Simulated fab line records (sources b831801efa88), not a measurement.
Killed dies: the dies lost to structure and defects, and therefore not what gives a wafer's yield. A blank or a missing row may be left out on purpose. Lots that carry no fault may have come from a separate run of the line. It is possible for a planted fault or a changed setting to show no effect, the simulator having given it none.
2 desks, one fault    flow sky130    every desk sees just its own numbers, and what lay behind them comes last

## AT THE TOOL OWNER'S DESK: hdpcvd-01
The tool's own readings at SKY_VIA4_HDPCVD_00 (deposits SiO2, target thk 1750 nm, time 291.7 s): means of the sampled wafers that have a number, for each lot that ran on this tool. Marked OUT: a lot whose mean sits more than 4 standard deviations from the usual mean, which makes it out of limits; the brackets give that distance.
Columns: A = pressure-mtorr at SKY_VIA4_HDPCVD_00, usual 6.002 mTorr; B = run-length-s at SKY_VIA4_HDPCVD_00, usual 319.5 s
lot   first seen here  A      B
L524  day 43 17:08     6.001  319.1
L525  day 44 10:05     5.995  319.6
L526  day 44 10:58     6.015  320.0
L527  day 44 19:11     6.002  354.7 (+59) OUT
L530  day 45 15:33     5.999  354.4 (+58) OUT
This desk finds L527, L530 out of limits, L527 being first, at day 44 19:11 (run-length-s at SKY_VIA4_HDPCVD_00). Within limits: L524, L525, L526.

## FROM THE METROLOGY DESK
What the gauges read for every lot (on any tool): the sampled wafers with a number, averaged. Marked OUT: a lot whose mean sits more than 4 standard deviations from the usual mean, which makes it out of limits; the brackets give that distance.
Columns: A = VIA3_W_RS at SKY_VIA3_RS_MEAS_22, usual 0.294 ohm/sq; B = VIA4_HDPCVD_THK at SKY_VIA4_THK_MEAS_01, usual 1752 nm
lot   first seen here  A      B
L519  day 40 02:34     0.293  1756
L520  day 40 16:46     0.296  1767
L521  day 40 20:41     0.296  1750
L524  day 41 16:17     0.295  1751
L525  day 42 11:01     0.289  1749
L526  day 42 11:30     0.293  1742
L527  day 42 19:45     0.293  1946 (+14) OUT
L528  day 42 23:20     0.291  1743
L529  day 43 14:29     0.293  1744
L530  day 43 18:00     0.294  1961 (+15) OUT
L542  day 46 08:04     0.297  1757
This desk's result: L527, L530 out of limits, first on L527 (VIA4_HDPCVD_THK at SKY_VIA4_THK_MEAS_01), day 44 19:17. Within limits: L519, L520, L521, L524, L525, L526, L528, L529, L542.

## PUT TOGETHER
At day 44 19:11, on L527, L530, the tool owner's desk was in a position to raise an alarm.
On L527, L530, the metrology desk was in a position to raise an alarm at day 44 19:17.
Of the lots named, all ran SKY_VIA4_HDPCVD_00 on hdpcvd-01.

## WHAT HAD BEEN PUT IN BY THE SIMULATOR
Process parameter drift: hdpcvd-01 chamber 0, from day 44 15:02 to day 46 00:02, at SKY_VIA4_HDPCVD_00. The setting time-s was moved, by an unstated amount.
Lots struck among those shown: L527, L530.
Time in hours from fault onset to the first out-of-limits reading at each desk: tool owner's desk 4, metrology desk 4.
